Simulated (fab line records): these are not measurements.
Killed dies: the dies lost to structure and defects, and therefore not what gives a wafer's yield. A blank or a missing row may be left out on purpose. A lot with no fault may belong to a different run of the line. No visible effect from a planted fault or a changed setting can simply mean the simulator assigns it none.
fab line records	flow sky130
record: lots: 11	wafers: 33	last_day: 50
route steps=708 shown POLY_GATE@227 LDD_LDN@296 SPACER@304
lots with no fault: from the same line, run without faults
start_h: start of the lot's first displayed wafer, in hours after the record's first day	wait_h: hours from the lot's prior step to this one	" the same as in the row above	L1.1+2: several wafers, shown together as one row	- no value present, or no start provided	* or withheld: withheld	< > ~ a bound
route shown NAME@n: names a module that has steps shown in the file, with the first one's number in the route	usual: mean/standard deviation taken from wafers without a fault	same: alike in all rows	chamber/n: place in a boat	sites: per-site readings	_std_site: their standard deviation	_edge_site: mean of outer sites minus mean of inner sites	radius_mm: for every site, how far away it sits from the centre of the wafer	mask NAME#n: copy n	behind: the tool/chamber that last shaped the wafer	hold: why the lot was held/for how many hours/how that ended	device: the n, p or np transistor that did not switch	end of line: tests run on the same wafers once the route is complete	where a step has no rows: the recipe by itself	killed: dies that structure and defects cost at the first sort, which is not the same as the wafer's yield	map: per-die view of a wafer (x killed, . not killed, _ where there is no die)
set.NAME: the setting that was run; set.NAME@STEP: the one run at that earlier step	model.NAME: the simulator's own value behind a step, which no gauge read
the route's steps for a sample of lots (tables are steps, rows are wafers)
services: from which hour (start_h, from the record's first day; less than 0 if before it) a tool's chamber was out of use, for how many hours, and why
== steps ==
step: SKY_POLY_GATE_CD_MEAS_13
recipe: target_cd_nm: 150
usual: cd_nm: 149.7/1.5
lot.wafer	tool	chamber	start_h	wait_h	cd_nm
L284.1	cd_sem-01	-	359.02	-	150.2
L284.4	"	-	"	"	152.6
L284.6	"	-	"	"	150.1
L285.1	cd_sem-02	-	374.17	-	148.5
L285.3	"	-	"	"	149.0
L285.5	"	-	"	"	149.8
L286.1	cd_sem-01	-	384.38	-	147.5
L286.2	"	-	"	"	148.1
L286.4	"	-	"	"	148.7
L291.1	cd_sem-01	-	437.48	-	148.4
L291.3	"	-	"	"	149.1
L291.5	"	-	"	"	149.5
L292.1	cd_sem-01	-	439.77	-	152.1
L292.4	"	-	"	"	152.1
L292.5	"	-	"	"	154.0
L293.1	cd_sem-02	-	468.82	-	152.1
L293.2	"	-	"	"	151.7
L293.4	"	-	"	"	152.8
L302.1	cd_sem-01	-	538.92	-	149.0
L302.3	"	-	"	"	148.9
L302.6	"	-	"	"	150.0
L303.1	cd_sem-02	-	539.58	-	150.2
L303.4	"	-	"	"	150.1
L303.5	"	-	"	"	148.9
L304.1	cd_sem-01	-	546.37	-	148.5
L304.2	"	-	"	"	147.6
L304.3	"	-	"	"	149.5
L306.1	cd_sem-01	-	565.03	-	150.7
L306.5	"	-	"	"	150.6
L306.6	"	-	"	"	150.3
L307.1	cd_sem-01	-	573.12	-	152.2
L307.4	"	-	"	"	152.7
L307.6	"	-	"	"	152.4
step: SKY_LDD_LDN_OVL_MEAS_07
usual: LDD_LDN_OVL: -1.1/1.4
lot.wafer	tool	chamber	start_h	wait_h	LDD_LDN_OVL[nm]
L284.1	overlay-01	-	514.43	0.1	-2.6
L284.4	"	-	"	"	-0.4
L284.6	"	-	"	"	-1.3
L285.1	overlay-01	-	531.12	0.1	1.6
L285.3	"	-	"	"	-0.4
L285.5	"	-	"	"	-0.6
L286.1	overlay-01	-	544.58	0.1	-4.2
L286.2	"	-	"	"	-0.8
L286.4	"	-	"	"	-2.3
L291.1	overlay-01	-	591.38	0.1	-2.3
L291.3	"	-	"	"	-1.7
L291.5	"	-	"	"	-0.8
L292.1	overlay-01	-	594.03	0.1	-0.8
L292.4	"	-	"	"	-1.7
L292.5	"	-	"	"	-0.4
L293.1	overlay-02	-	619.38	0.1	-2.1
L293.2	"	-	"	"	-0.1
L293.4	"	-	"	"	0.6
L302.1	overlay-01	-	679.98	0.1	0.3
L302.3	"	-	"	"	0.7
L302.6	"	-	"	"	-0.5
L303.1	overlay-01	-	680.83	0.1	-1.1
L303.4	"	-	"	"	0.2
L303.5	"	-	"	"	-1.1
L304.1	overlay-02	-	687.67	0.1	-3.6
L304.2	"	-	"	"	-1.9
L304.3	"	-	"	"	-2.2
L306.1	overlay-01	-	704.92	0.1	-1.2
L306.5	"	-	"	"	-1.9
L306.6	"	-	"	"	-2.2
L307.1	overlay-02	-	713.92	0.1	-0.3
L307.4	"	-	"	"	0.7
L307.6	"	-	"	"	0.3
step: SKY_LDD_LDN_STRIP_12
recipe: chemistry: O2/N2	power_w: 1400	pressure_mtorr: 1500	platen_temp_c: withheld	o2_flow_sccm: 3000	n2_flow_sccm: 300	overash_fraction: 0.5
usual: drypump_motor_current_A: 5.8/0.61	oes_product_au: 0.715/0.0049	strip_time_to_endpoint_s: 14.19/0.045
lot.wafer	tool	chamber	start_h	wait_h	drypump_motor_current_A	oes_product_au	rf_hours_counter_h	strip_time_to_endpoint_s
L284.1	plasma_asher-02	1	515.07	0.1	5.9	0.715	37	14.20
L284.4	"	1	"	"	5.9	0.724	-	14.21
L284.6	"	1	"	"	5.8	0.714	-	14.14
L285.1	plasma_asher-02	1	531.76	0.1	5.8	0.713	39	14.27
L285.3	"	0	"	"	6.3	0.724	-	14.26
L285.5	"	1	"	"	5.9	0.712	-	14.28
L286.1	plasma_asher-04	1	545.22	0.1	5.3	0.712	74	14.29
L286.2	"	0	"	"	6.8	0.712	74	14.25
L286.4	"	0	"	"	6.8	0.714	-	14.28
L291.1	plasma_asher-01	1	592.02	0.1	5.5	0.713	16	14.18
L291.3	"	0	"	"	5.2	0.718	-	14.18
L291.5	"	0	"	"	5.2	0.721	-	14.19
L292.1	plasma_asher-02	0	594.66	0.1	6.3	0.718	45	14.17
L292.4	"	1	"	"	5.8	0.722	-	14.17
L292.5	"	0	"	"	6.3	0.724	-	14.15
L293.1	plasma_asher-04	0	620.02	0.1	6.8	0.710	81	14.22
L293.2	"	1	"	"	5.3	0.714	81	14.14
L293.4	"	1	"	"	5.3	0.717	-	14.21
L302.1	plasma_asher-02	1	680.62	0.1	5.9	0.711	54	14.14
L302.3	"	0	"	"	6.3	0.717	-	14.15
L302.6	"	0	"	"	6.3	0.713	-	14.10
L303.1	plasma_asher-04	0	681.47	0.1	6.8	0.713	88	14.20
L303.4	"	1	"	"	5.3	0.711	-	14.20
L303.5	"	1	"	"	5.3	0.721	-	14.22
L304.1	plasma_asher-01	0	688.31	0.1	5.2	0.715	23	14.18
L304.2	"	1	"	"	5.5	0.713	23	14.16
L304.3	"	1	"	"	5.5	0.716	-	14.17
L306.1	plasma_asher-04	1	705.56	0.1	5.3	0.713	91	14.16
L306.5	"	0	"	"	6.8	0.720	-	14.14
L306.6	"	1	"	"	5.3	0.722	-	14.21
L307.1	plasma_asher-04	1	714.56	0.1	5.3	0.713	92	14.07
L307.4	"	1	"	"	5.3	0.713	-	14.11
L307.6	"	1	"	"	5.3	0.711	-	14.09
step: SKY_SPACER_CVD_00
recipe: material: Si3N4	precursor: DCS/NH3	target_thk_nm: 43.1	temp_c: 770	time_s: 740	pressure_mtorr: 250
usual: spike_tc_upper_C: 769.5/1.3
lot.wafer	tool	chamber	start_h	wait_h	spike_tc_upper_C
L284.1	lpcvd-02	1	515.28	0.0	768.7
L284.4	"	1	"	"	767.3
L284.6	"	1	"	"	766.0
L285.1	lpcvd-02	1	532.00	0.0	768.6
L285.3	"	1	"	"	768.0
L285.5	"	1	"	"	769.0
L286.1	lpcvd-02	0	545.43	0.0	770.8
L286.2	"	0	"	"	771.4
L286.4	"	0	"	"	769.6
L291.1	lpcvd-02	1	592.72	0.5	770.0
L291.3	"	1	"	"	770.2
L291.5	"	1	"	"	769.3
L292.1	lpcvd-02	1	595.22	0.3	768.2
L292.4	"	1	"	"	768.9
L292.5	"	1	"	"	769.4
L293.1	lpcvd-02	1	620.23	0.0	768.7
L293.2	"	1	"	"	767.4
L293.4	"	1	"	"	768.4
L302.1	lpcvd-02	0	680.83	0.0	768.3
L302.3	"	0	"	"	769.6
L302.6	"	0	"	"	770.7
L303.1	lpcvd-02	0	683.09	1.4	771.8
L303.4	"	0	"	"	771.3
L303.5	"	0	"	"	769.5
L304.1	lpcvd-02	0	690.23	1.7	769.0
L304.2	"	0	"	"	769.2
L304.3	"	0	"	"	770.6
L306.1	lpcvd-02	0	705.77	0.0	769.8
L306.5	"	0	"	"	770.8
L306.6	"	0	"	"	769.3
L307.1	lpcvd-02	0	714.77	0.0	769.1
L307.4	"	0	"	"	770.7
L307.6	"	0	"	"	770.1
step: SKY_SPACER_THK_MEAS_01
recipe: reads: Si3N4_of_SPACER_CVD_00
usual: SPACER_CVD_00_THK: 43.1/0.44
lot.wafer	tool	chamber	start_h	wait_h	SPACER_CVD_00_THK[nm]
L284.1	film_metro-01	-	516.49	0.0	43.7
L284.4	"	-	"	"	43.5
L284.6	"	-	"	"	43.8
L285.1	film_metro-04	-	533.20	0.0	42.7
L285.3	"	-	"	"	42.3
L285.5	"	-	"	"	42.4
L286.1	film_metro-01	-	547.24	0.0	43.1
L286.2	"	-	"	"	43.2
L286.4	"	-	"	"	43.4
L291.1	film_metro-04	-	593.92	0.0	43.5
L291.3	"	-	"	"	43.9
L291.5	"	-	"	"	43.6
L292.1	film_metro-02	-	596.43	0.0	38.7
L292.4	"	-	"	"	38.2
L292.5	"	-	"	"	38.4
L293.1	film_metro-04	-	621.44	0.0	38.2
L293.2	"	-	"	"	38.2
L293.4	"	-	"	"	38.0
L302.1	film_metro-04	-	682.04	0.0	43.3
L302.3	"	-	"	"	43.1
L302.6	"	-	"	"	42.9
L303.1	film_metro-01	-	684.29	0.0	43.1
L303.4	"	-	"	"	43.0
L303.5	"	-	"	"	43.5
L304.1	film_metro-01	-	691.43	0.0	42.6
L304.2	"	-	"	"	42.8
L304.3	"	-	"	"	42.1
L306.1	film_metro-02	-	706.97	0.0	43.2
L306.5	"	-	"	"	43.2
L306.6	"	-	"	"	43.2
L307.1	film_metro-04	-	715.97	0.0	43.4
L307.4	"	-	"	"	43.3
L307.6	"	-	"	"	43.1
step: SKY_SPACER_ETCHBACK_02
recipe: chemistry: CH3F/O2	target: Si3N4	stop_on: SiO2	source_w: 400	bias_w: 80	pressure_mtorr: 25	ch3f_flow_sccm: 40	O2_flow_sccm: 30	time_s: 46.7	target_depth_a: 450
usual: ch3f_flow_sccm: 39.97/0.12	drypump_motor_current_A: 5.6/0.36	oes_product_au: 0.854/0.0071	throttle_valve_pct: 10.562/0.0085
lot.wafer	tool	chamber	start_h	wait_h	ch3f_flow_sccm	drypump_motor_current_A	oes_product_au	rf_hours_counter_h	throttle_valve_pct
L284.1	rie_diel-03	0	516.55	0.1	40.00	5.6	0.859	7	10.558
L284.4	"	3	"	"	39.89	6.0	0.863	-	10.562
L284.6	"	2	"	"	39.94	5.4	0.865	-	10.560
L285.1	rie_diel-01	1	533.26	0.1	39.93	5.5	0.852	6	10.564
L285.3	"	0	"	"	39.97	4.9	0.839	6	10.556
L285.5	"	0	"	"	39.86	5.0	0.835	-	10.566
L286.1	rie_diel-03	2	547.30	0.1	40.06	5.4	0.863	44	10.574
L286.2	"	1	"	"	39.78	6.1	0.859	76	10.566
L286.4	"	0	"	"	39.92	5.6	0.847	7	10.574
L291.1	rie_diel-03	3	593.98	0.1	39.88	5.9	0.863	63	10.564
L291.3	"	0	"	"	39.86	5.6	0.864	8	10.561
L291.5	"	1	"	"	40.03	6.1	0.861	-	10.555
L292.1	rie_diel-03	2	596.49	0.1	39.87	5.4	0.809	44	10.566
L292.4	"	1	"	"	39.98	6.1	0.803	0	10.567
L292.5	"	1	"	"	39.67	6.1	0.805	-	10.556
L293.1	rie_diel-02	0	621.50	0.1	39.93	5.7	0.800	31	10.552
L293.2	"	2	"	"	39.95	6.2	0.797	44	10.546
L293.4	"	0	"	"	40.12	5.8	0.807	-	10.570
L302.1	rie_diel-01	1	682.10	0.1	39.81	5.5	0.859	9	10.566
L302.3	"	0	"	"	40.04	4.9	0.850	-	10.560
L302.6	"	1	"	"	39.86	5.5	0.849	-	10.565
L303.1	rie_diel-02	1	684.35	0.1	40.10	5.8	0.849	1	10.557
L303.4	"	3	"	"	39.78	5.3	0.849	34	10.562
L303.5	"	0	"	"	39.77	5.7	0.861	-	10.540
L304.1	rie_diel-01	2	691.49	0.1	39.79	5.8	0.853	7	10.573
L304.2	"	3	"	"	40.05	5.5	0.854	63	10.556
L304.3	"	0	"	"	39.81	5.0	0.848	9	10.580
L306.1	rie_diel-01	0	707.03	0.1	40.14	5.0	0.853	10	10.560
L306.5	"	1	"	"	40.01	5.5	0.853	-	10.557
L306.6	"	2	"	"	39.94	5.8	0.859	-	10.556
L307.1	rie_diel-03	0	716.03	0.1	40.17	5.6	0.859	10	10.563
L307.4	"	3	"	"	39.87	6.0	0.855	1	10.579
L307.6	"	2	"	"	39.83	5.4	0.855	-	10.557
== services ==
tool	chamber	start_h	hours	kind
rie_diel-02	3	493.45	3.9	repair
rie_diel-01	-	523.76	2.8	pm
rie_diel-01	1	541.18	2.8	repair
rie_diel-03	1	555.00	-	clean
rie_diel-03	1	555.00	17.9	scheduled_down
rie_diel-03	1	555.00	17.9	vent_cycle
rie_diel-02	-	556.21	0.4	repair
plasma_asher-02	-	557.85	1.2	repair
rie_diel-01	3	560.03	13.5	repair
plasma_asher-04	-	603.06	2.8	pm
rie_diel-03	-	616.60	0.4	repair
rie_diel-03	3	633.97	-	clean
rie_diel-03	3	633.97	16.6	scheduled_down
rie_diel-03	3	633.97	16.6	vent_cycle
rie_diel-02	-	635.15	2.8	repair
plasma_asher-01	-	649.55	16.9	repair
rie_diel-01	3	665.48	16.8	repair
plasma_asher-01	-	666.47	14.6	pm
rie_diel-01	2	668.66	16.0	repair
plasma_asher-02	-	685.27	15.6	pm
rie_diel-01	3	697.17	8.3	repair
rie_diel-03	1	700.21	14.7	repair
rie_diel-01	3	705.44	-	clean
rie_diel-03	-	706.53	2.8	pm
== key ==
first_sign: step: SKY_SPACER_THK_MEAS_01	reading: SPACER_CVD_00_THK	direction: down	sigmas: 11	usual: 43.1	struck: 38.3
effect: step: SKY_SPACER_ETCHBACK_02	reading: oes_product_au	direction: down	sigmas: 7.2	usual: 0.854	struck: 0.804
met_at SKY_SPACER_CVD_00
struck_lots L292,L293
tester_left_out L292,L293
not_acting_at SKY_POLY_GATE_CD_MEAS_13,SKY_LDD_LDN_OVL_MEAS_07,SKY_LDD_LDN_STRIP_12
onset_between 592.72 595.22
fault: kind: process_parameter_drift	tool: lpcvd-02	chamber: -	onset_h: 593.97	steps: SKY_SPACER_CVD_00	channel: target_thk_nm	offset: -4.7582	shape: step	end_h: 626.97	acts_in: these_recipes_only	stated: 43.1
tester_left_out: of these lots the tester's yield and bins aren't shown, on N5 and GAA mostly nor the transistor test; their killed dies are dies lost to structure and defects alone, not to doping, threshold or leakage, so they don't give the yield
